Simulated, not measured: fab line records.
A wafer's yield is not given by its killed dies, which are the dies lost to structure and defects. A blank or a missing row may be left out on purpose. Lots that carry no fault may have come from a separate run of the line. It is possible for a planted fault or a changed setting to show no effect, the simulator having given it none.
Comparing a struck lot with a sound one -- flow sky130 -- 24 out of 708 route steps
Sound: the wafers L447.1, L447.4, L447.5. Struck: wafers L456.1, L456.2, L456.5. Last of all comes the cause.
Order at every step that has rows: each side's tool, ch and its chambers, its first start. Under that, the readings that differ: sound wafers -- struck wafers -- difference of the means -- sigmas: that difference in standard deviations of wafers without a fault.
alike: readings with means less than 2 such deviations apart, plus words and numbers identical on both sides. not compared: withheld readings, readings lacking a value on some wafer, bounds such as >300 that could conceal the same value, and numbers that have no deviation in the record and whose values overlap.
A row with sigmas, a row that says differs or no value, or rows on one side alone: a step with any of these is where the two part. Non-overlapping numbers with no deviation appear without sigmas and do not part them. Lack of a reading on every wafer of one side parts them only where that side has two or more wafers.

first, 4 steps without rows for these wafers: SKY_CAPM_SOFTBAKE_08 (time 60 s); SKY_CAPM_EXPOSE_09 (exposes mask CAPM, target cd 1000 nm); SKY_CAPM_PEB_10; SKY_CAPM_DEVELOP_11 (develop time 60 s).
SKY_CAPM_OVL_MEAS_12:
  struck on overlay-02, day 41 12:17; sound on overlay-01, day 38 18:32
reading,sound,struck,difference,sigmas
CAPM_OVL (nm),-1.5 -0.1 -2.1,2.8 1.2 1.1,+2.9,+2
SKY_CAPM_METAL_ETCH_13: etches TiN in Cl2/BCl3, stops on SiO2, target depth 220 nm, time 62.9 s.
  sound on rie metal-02 ch 1, day 38 18:35; struck on rie metal-04 ch 0,1, day 41 12:20
  alike: bcl3 flow sccm, drypump motor current A, oes product au, throttle valve pct
  not compared: rf hours counter h
SKY_CAPM_STRIP_14: strips in O2/N2.
  sound on plasma asher-01 ch 0, day 38 18:40; struck on plasma asher-03 ch 0,1, day 41 12:25
reading,sound,struck,difference,sigmas
drypump motor current A (A),6.5 6.5 6.5,5.7 4.9 4.9,-1.3,-2
  alike: oes product au, strip time to endpoint s
  not compared: rf hours counter h
then, 5 steps without rows for these wafers: SKY_CAPM_STRIP_15 (strips in post etch residue remover, time 1200 s); SKY_CAPM_CLEAN_16 (cleans in IPA, time 180 s); SKY_CAPM_CLEAN_17 (cleans in O3/DIW); SKY_METAL3_DEHYDRATE_05 (time 60 s); SKY_METAL3_HMDS_06 (prime time 60 s).
SKY_METAL3_COAT_07: resist thk 60 nm.
  sound on litho track-01 ch 0, day 39 07:42; struck on litho track-01 ch 0, day 42 00:45
  not compared: resist line temp C
then, 5 steps without rows for these wafers: SKY_METAL3_COAT_08 (resist thk 1140 nm); SKY_METAL3_SOFTBAKE_09 (time 90 s); SKY_METAL3_EXPOSE_10 (exposes mask MM3, target cd 300 nm); SKY_METAL3_PEB_11; SKY_METAL3_DEVELOP_12 (develop time 60 s).
SKY_METAL3_CD_MEAS_13: the cd target is 300 nm.
  struck on cd sem-02, day 42 12:18; sound on cd sem-02, day 39 20:31
reading,sound,struck,difference,sigmas
cd nm (nm),299.8 300.6 298.8,297.1 296.9 296.7,-2.8,-2
SKY_METAL3_OVL_MEAS_14:
  struck on overlay-01, day 42 12:25; sound on overlay-02, day 39 20:38
  alike: METAL3_OVL
SKY_METAL3_DESCUM_15: chemistry O2, time 8 s.
  sound on rie metal-02 ch 0,1, day 39 20:41; struck on rie metal-01 ch 1, day 42 12:27
  alike: drypump motor current A, oes product au
  not compared: rf hours counter h
SKY_METAL3_ETCH_16: etches BARC in N2/H2, stops on SiO2, time 88.2 s, target depth 60 nm.
  sound on rie metal-02 ch 0,1, day 39 20:43; struck on rie metal-01 ch 1, day 42 12:31
reading,sound,struck,difference,sigmas
oes product au (a.u.),0.625 0.622 0.629,0.649 0.647 0.651,+0.024,+5
model.etch.depth nm (nm),59.96 60.2 59.93,64.66 64.89 64.75,+4.74,
  alike: drypump motor current A, throttle valve pct
  not compared: rf hours counter h
SKY_METAL3_ETCH_17: etches SiO2 in C4F8/O2/Ar, stops on TiN, time 3.9 s, target depth 15 nm.
  sound on rie diel-03 ch 0,3, day 39 20:49; struck on rie diel-01 ch 1,3, day 42 12:43
  alike: oes product au
  not compared: rf hours counter h
-- the record jumps here: 6 days lie between the struck wafers' starts before and after (it left off in module METAL3 and takes up again in module PAD_OPEN, whose first step shown is number 708 of the route) --
SKY_PAD_OPEN_PROBE_99:
  struck on prober-01, day 48 23:26; sound on prober-02, day 46 20:00
  alike: defect limited yield, killed_at_M0_to_M3, killed_at_M4_up, killed at contacts, killed at front end, killed at other, killed dies, killed open, killed short, sort_bin_3_pad_short, sort_bin_5_function, sort_bin_6_memory, sort n pass, sort yield pct

== WHERE THEY PART ==
Last at SKY_METAL3_ETCH_16 as far as this record goes, first at SKY_CAPM_OVL_MEAS_12. Later steps at which nothing parts them and some readings are alike: SKY_METAL3_ETCH_17, SKY_PAD_OPEN_PROBE_99.

WHY: the cause the simulator had injected
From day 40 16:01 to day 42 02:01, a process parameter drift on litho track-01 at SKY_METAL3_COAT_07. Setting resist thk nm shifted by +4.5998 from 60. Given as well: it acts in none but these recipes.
